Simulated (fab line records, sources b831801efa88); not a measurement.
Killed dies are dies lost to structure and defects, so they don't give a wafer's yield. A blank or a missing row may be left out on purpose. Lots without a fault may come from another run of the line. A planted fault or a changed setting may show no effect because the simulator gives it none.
fab line records | flow gf180mcu
record lots=14 wafers=42 last_day=34
route steps=602 shown M2@376 V2@383
lots that met no fault: from a run of the same line without faults
start_h: hours from the record's first day to the start of the lot's first wafer shown | wait_h: hours since the lot's step before | " the same as in the row above | L1.1+2: a row that stands for several wafers | - no value, or no start given | * or withheld: withheld | < > ~ a bound
route shown NAME@n: a module of which the file shows steps, and the number in the route of the first | usual: mean/standard deviation of fault-free wafers | same: alike in all rows | chamber/n: place in a boat | sites: the reading at each site | _std_site: their standard deviation | _edge_site: outer sites' mean less inner sites' | radius_mm: how far each site lies from the wafer's centre | mask NAME#n: copy n | behind: the tool/chamber that last shaped the wafer | hold: why the lot was held/for how many hours/how that ended | device: the transistor (n, p or np) that didn't switch | end of line: the same wafers' tests at the end of the route | a step without rows: its recipe alone | killed: dies lost to structure and defects at the first sort, not the wafer's yield | map: a wafer's dies, x killed, . not, _ none there
set.NAME: the setting as run; set.NAME@STEP: as run at that earlier step | model.NAME: the simulator's own value behind a step, which no gauge read
steps of the route over a sample of lots; a table a step, a row a wafer
services: from which hour (start_h, from the record's first day; less than 0 if before it) a tool's chamber was out of use, for how many hours, and why
## steps
# step GF_M2_CD_MEAS_14
# recipe target_cd_nm=280
# usual cd_nm=280.4/1.3
# columns lot.wafer tool chamber start_h wait_h cd_nm
L780.1 cd_sem-02 - 453.01 0.1 280.6
L780.3 " - " " 279.7
L780.4 " - " " 280.6
L781.2 cd_sem-01 - 462.68 0.1 280.4
L781.5 " - " " 280.8
L781.6 " - " " 280.7
L782.2 cd_sem-01 - 477.38 0.1 280.9
L782.3 " - " " 281.3
L782.5 " - " " 280.8
L783.1 cd_sem-01 - 486.01 0.1 280.0
L783.3 " - " " 279.2
L783.5 " - " " 279.3
L785.3 cd_sem-01 - 497.95 0.1 280.1
L785.4 " - " " 281.6
L785.6 " - " " 280.7
L786.1 cd_sem-02 - 505.16 0.1 280.7
L786.3 " - " " 280.5
L786.6 " - " " 280.8
L787.1 cd_sem-02 - 520.06 0.1 282.4
L787.3 " - " " 281.1
L787.4 " - " " 281.3
L793.1 cd_sem-02 - 576.06 0.1 281.1
L793.3 " - " " 279.7
L793.6 " - " " 279.9
L794.1 cd_sem-02 - 578.31 0.1 282.2
L794.2 " - " " 282.5
L794.5 " - " " 283.6
L795.1 cd_sem-02 - 583.66 0.1 280.9
L795.5 " - " " 281.0
L795.6 " - " " 281.0
L796.1 cd_sem-02 - 593.96 0.1 278.9
L796.2 " - " " 280.1
L796.4 " - " " 278.8
L797.1 cd_sem-01 - 602.11 0.1 280.7
L797.2 " - " " 280.2
L797.3 " - " " 279.7
L799.1 cd_sem-01 - 609.46 0.1 282.0
L799.3 " - " " 282.3
L799.5 " - " " 282.0
L800.1 cd_sem-01 - 625.36 0.1 277.4
L800.2 " - " " 280.1
L800.3 " - " " 278.9
# step GF_M2_METAL_ETCH_16
# recipe chemistry=Cl2/BCl3 mask_material=KrF target_depth_nm=627.5 stop_on=SiO2 pressure_mtorr=8 icp_w=800 bias_w=140 Cl2_flow_sccm=80 bcl3_flow_sccm=40 time_s=104.6
# usual drypump_motor_current_A=5.42/0.21 oes_product_au=0.974/0.0067 throttle_valve_pct=28.247/0.0097
# columns lot.wafer tool chamber start_h wait_h drypump_motor_current_A oes_product_au rf_hours_counter_h throttle_valve_pct
L780.1 rie_metal-01 1 453.17 0.0 5.55 0.978 4 28.248
L780.3 " 0 " " 5.01 0.961 - 28.260
L780.4 " 1 " " 5.57 0.981 - 28.237
L781.2 rie_metal-01 1 462.81 0.0 5.58 0.975 4 28.241
L781.5 " 1 " " 5.59 0.978 - 28.223
L781.6 " 0 " " 5.05 0.973 - 28.238
L782.2 rie_metal-02 1 477.55 0.1 5.60 0.971 - 28.250
L782.3 " 1 " " 5.63 0.982 - 28.242
L782.5 " 1 " " 5.61 0.972 - 28.242
L783.1 rie_metal-03 1 486.17 0.0 5.46 0.975 8 28.245
L783.3 " 0 " " 5.21 0.979 - 28.247
L783.5 " 1 " " 5.46 0.969 - 28.245
L785.3 rie_metal-03 1 498.11 0.1 5.45 0.970 - 28.258
L785.4 " 0 " " 5.25 0.979 - 28.251
L785.6 " 1 " " 5.46 0.970 - 28.244
L786.1 rie_metal-02 1 505.31 0.0 5.59 0.972 1 28.247
L786.3 " 0 " " 5.60 0.979 - 28.246
L786.6 " 0 " " 5.61 0.970 - 28.239
L787.1 rie_metal-03 0 520.21 0.0 5.26 0.973 7 28.271
L787.3 " 0 " " 5.25 0.972 - 28.259
L787.4 " 1 " " 5.44 0.970 - 28.245
L793.1 rie_metal-02 1 576.22 0.0 5.62 0.714 3 28.532
L793.3 " 0 " " 5.59 0.709 - 28.535
L793.6 " 1 " " 5.60 0.718 - 28.531
L794.1 rie_metal-02 1 578.46 0.0 5.60 0.712 3 28.535
L794.2 " 0 " " 5.58 0.710 2 28.534
L794.5 " 1 " " 5.61 0.717 - 28.528
L795.1 rie_metal-03 1 583.81 0.0 5.44 0.971 10 28.263
L795.5 " 1 " " 5.46 0.964 - 28.264
L795.6 " 0 " " 5.25 0.981 - 28.242
L796.1 rie_metal-01 0 594.11 0.0 5.02 0.985 1 28.243
L796.2 " 1 " " 5.58 0.978 8 28.246
L796.4 " 1 " " 5.55 0.977 - 28.246
L797.1 rie_metal-03 0 602.27 0.0 5.23 0.984 9 28.248
L797.2 " 1 " " 5.46 0.982 11 28.239
L797.3 " 0 " " 5.24 0.972 - 28.240
L799.1 rie_metal-03 1 609.61 0.0 5.46 0.980 11 28.257
L799.3 " 1 " " 5.45 0.974 - 28.247
L799.5 " 0 " " 5.23 0.972 - 28.258
L800.1 rie_metal-03 0 625.51 0.0 5.24 0.983 10 28.250
L800.2 " 1 " " 5.45 0.975 11 28.253
L800.3 " 0 " " 5.24 0.976 - 28.245
# step GF_M2_STRIP_17
# recipe chemistry=O2/N2 power_w=1400 pressure_mtorr=1500 platen_temp_c=250 o2_flow_sccm=3000 n2_flow_sccm=300 overash_fraction=0.5
# usual drypump_motor_current_A=5.9/0.78 heater_power_w=328/24 o2_flow_sccm=2999/8.7 oes_product_au=0.558/0.0044 strip_time_to_endpoint_s=7.89/0.043
# columns lot.wafer tool chamber start_h wait_h drypump_motor_current_A heater_power_w o2_flow_sccm oes_product_au rf_hours_counter_h strip_time_to_endpoint_s
L780.1 plasma_asher-04 0 453.28 0.1 4.9 313 3002 0.556 2 7.87
L780.3 " 1 " " 6.7 335 3003 0.557 - 7.81
L780.4 " 0 " " 5.0 319 2995 0.554 - 7.89
L781.2 plasma_asher-04 0 462.93 0.1 4.9 316 3000 0.562 3 7.88
L781.5 " 0 " " 5.0 328 2986 0.558 - 7.94
L781.6 " 1 " " 6.7 336 2985 0.558 - 7.87
L782.2 plasma_asher-02 0 477.74 0.1 5.6 313 3006 0.563 29 7.85
L782.3 " 0 " " 5.6 318 3010 0.557 - 7.84
L782.5 " 0 " " 5.6 318 2999 0.557 - 7.85
L783.1 plasma_asher-01 0 486.28 0.1 6.7 359 3007 0.561 77 7.86
L783.3 " 1 " " 5.0 312 3011 0.559 - 7.85
L783.5 " 1 " " 5.0 307 3004 0.564 - 7.87
L785.3 plasma_asher-01 1 498.22 0.1 5.0 303 3001 0.552 - 7.91
L785.4 " 0 " " 6.7 365 3002 0.559 - 7.87
L785.6 " 1 " " 5.0 307 2994 0.563 - 7.87
L786.1 plasma_asher-01 0 505.43 0.1 6.7 383 2998 0.554 79 7.90
L786.3 " 0 " " 6.7 379 3012 0.553 - 7.87
L786.6 " 0 " " 6.7 372 2996 0.555 - 7.88
L787.1 plasma_asher-01 0 520.33 0.1 6.7 370 2994 0.558 80 7.89
L787.3 " 0 " " 6.7 370 2991 0.556 - 7.87
L787.4 " 1 " " 5.0 302 3005 0.559 - 7.90
L793.1 plasma_asher-04 0 576.33 0.1 5.0 333 2986 0.605 14 8.98
L793.3 " 1 " " 6.7 329 3002 0.613 - 9.06
L793.6 " 1 " " 6.7 330 3002 0.610 - 9.00
L794.1 plasma_asher-04 0 578.57 0.1 4.9 321 2997 0.607 14 9.09
L794.2 " 1 " " 6.7 330 2983 0.606 14 9.08
L794.5 " 0 " " 5.0 327 2999 0.603 - 9.08
L795.1 plasma_asher-01 0 583.92 0.1 6.7 370 3005 0.558 88 7.93
L795.5 " 1 " " 5.0 303 3000 0.551 - 7.91
L795.6 " 0 " " 6.7 377 2997 0.556 - 7.89
L796.1 plasma_asher-04 1 594.22 0.1 6.7 326 3003 0.554 16 7.92
L796.2 " 0 " " 5.0 323 3001 0.562 16 7.95
L796.4 " 1 " " 6.7 327 3006 0.558 - 7.89
L797.1 plasma_asher-01 1 602.38 0.1 4.9 308 2996 0.555 90 7.87
L797.2 " 0 " " 6.7 361 2996 0.562 90 7.91
L797.3 " 1 " " 5.0 315 2999 0.553 - 7.83
L799.1 plasma_asher-02 0 609.72 0.1 5.6 310 2998 0.557 41 7.88
L799.3 " 0 " " 5.6 312 3006 0.557 - 7.89
L799.5 " 0 " " 5.6 316 3008 0.545 - 7.84
L800.1 plasma_asher-02 1 625.62 0.1 6.4 312 3000 0.554 42 7.83
L800.2 " 0 " " 5.6 318 2997 0.563 42 7.94
L800.3 " 1 " " 6.4 305 3007 0.556 - 7.81
# step GF_V2_THK_MEAS_01
# recipe reads=SiO2_of_V2_CVD_00
# usual V2_CVD_00_THK=596/5.8
# columns lot.wafer tool chamber start_h wait_h V2_CVD_00_THK[nm]
L780.1 film_metro-04 - 453.89 0.0 594
L780.3 " - " " 595
L780.4 " - " " 613
L781.2 film_metro-02 - 463.54 0.0 598
L781.5 " - " " 602
L781.6 " - " " 600
L782.2 film_metro-01 - 478.37 0.0 590
L782.3 " - " " 599
L782.5 " - " " 598
L783.1 film_metro-04 - 486.89 0.0 596
L783.3 " - " " 601
L783.5 " - " " 592
L785.3 film_metro-01 - 498.93 0.1 581
L785.4 " - " " 597
L785.6 " - " " 599
L786.1 film_metro-02 - 506.38 0.0 589
L786.3 " - " " 592
L786.6 " - " " 597
L787.1 film_metro-04 - 520.93 0.0 602
L787.3 " - " " 598
L787.4 " - " " 601
L793.1 film_metro-01 - 576.94 0.0 595
L793.3 " - " " 596
L793.6 " - " " 595
L794.1 film_metro-04 - 579.21 0.0 596
L794.2 " - " " 599
L794.5 " - " " 603
L795.1 film_metro-01 - 584.55 0.0 593
L795.5 " - " " 598
L795.6 " - " " 597
L796.1 film_metro-04 - 594.83 0.0 597
L796.2 " - " " 594
L796.4 " - " " 593
L797.1 film_metro-02 - 602.99 0.0 600
L797.2 " - " " 599
L797.3 " - " " 600
L799.1 film_metro-01 - 610.33 0.0 599
L799.3 " - " " 600
L799.5 " - " " 595
L800.1 film_metro-04 - 626.23 0.0 602
L800.2 " - " " 600
L800.3 " - " " 609
# step GF_V2_THK_MEAS_03
# recipe reads=SiO2_of_V2_CVD_02
# usual V2_CVD_02_THK=847/11
# columns lot.wafer tool chamber start_h wait_h V2_CVD_02_THK[nm]
L780.1 film_metro-01 - 454.01 0.0 832
L780.3 " - " " 840
L780.4 " - " " 848
L781.2 film_metro-04 - 463.67 0.0 849
L781.5 " - " " 854
L781.6 " - " " 853
L782.2 film_metro-02 - 478.49 0.0 836
L782.3 " - " " 835
L782.5 " - " " 853
L783.1 film_metro-01 - 487.02 0.0 849
L783.3 " - " " 856
L783.5 " - " " 867
L785.3 film_metro-01 - 499.06 0.1 840
L785.4 " - " " 838
L785.6 " - " " 846
L786.1 film_metro-01 - 506.51 0.0 856
L786.3 " - " " 844
L786.6 " - " " 860
L787.1 film_metro-02 - 521.06 0.0 836
L787.3 " - " " 842
L787.4 " - " " 853
L793.1 film_metro-02 - 577.07 0.0 855
L793.3 " - " " 840
L793.6 " - " " 858
L794.1 film_metro-02 - 579.34 0.0 830
L794.2 " - " " 825
L794.5 " - " " 851
L795.1 film_metro-01 - 584.68 0.0 849
L795.5 " - " " 866
L795.6 " - " " 854
L796.1 film_metro-01 - 594.96 0.0 840
L796.2 " - " " 851
L796.4 " - " " 853
L797.1 film_metro-01 - 603.12 0.0 849
L797.2 " - " " 857
L797.3 " - " " 844
L799.1 film_metro-04 - 610.46 0.0 844
L799.3 " - " " 839
L799.5 " - " " 861
L800.1 film_metro-04 - 626.36 0.0 850
L800.2 " - " " 850
L800.3 " - " " 849
## services
# columns tool chamber start_h hours kind
plasma_asher-04 0 430.25 - clean
plasma_asher-04 1 430.25 - clean
rie_metal-02 1 436.55 11.7 repair
rie_metal-02 1 448.29 - clean
rie_metal-02 1 448.29 17.5 scheduled_down
rie_metal-02 1 448.29 17.5 vent_cycle
plasma_asher-01 - 453.90 2.3 repair
plasma_asher-01 - 462.78 0.4 repair
rie_metal-02 0 465.83 - clean
rie_metal-02 0 465.83 20.0 scheduled_down
rie_metal-02 0 465.83 20.0 vent_cycle
plasma_asher-02 - 483.08 3.5 repair
rie_metal-02 - 489.41 1.4 pm
plasma_asher-04 - 537.46 15.6 pm
rie_metal-02 1 539.90 9.5 repair
rie_metal-03 - 545.42 2.8 pm
rie_metal-01 0 545.48 - clean
rie_metal-01 0 545.48 18.3 scheduled_down
rie_metal-02 0 555.71 13.2 repair
plasma_asher-02 - 573.21 5.5 repair
plasma_asher-01 - 579.10 2.2 repair
plasma_asher-04 - 579.14 2.8 pm
plasma_asher-02 - 587.75 15.6 pm
plasma_asher-02 - 617.82 5.2 repair
## key
first_sign step=GF_M2_METAL_ETCH_16 reading=oes_product_au direction=down sigmas=39 usual=0.974 struck=0.713
effect step=GF_M2_METAL_ETCH_16 reading=throttle_valve_pct direction=up sigmas=30 usual=28.247 struck=28.533
effect step=GF_M2_STRIP_17 reading=strip_time_to_endpoint_s direction=up sigmas=27 usual=* struck=*
met_at GF_M2_METAL_ETCH_16
struck_lots L793,L794
sort_left_out L793.1,L793.3,L793.6,L794.1,L794.2,L794.5
not_acting_at GF_M2_CD_MEAS_14,GF_V2_THK_MEAS_01,GF_V2_THK_MEAS_03
onset_between 505.31 576.22
fault kind=process_parameter_drift tool=rie_metal-02 chamber=- onset_h=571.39 steps=GF_M2_METAL_ETCH_16 channel=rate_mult offset=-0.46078 shape=step end_h=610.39
# sort_left_out: the simulated sort isn't trusted on such a fault, so these wafers' sort isn't shown, and their yield isn't known
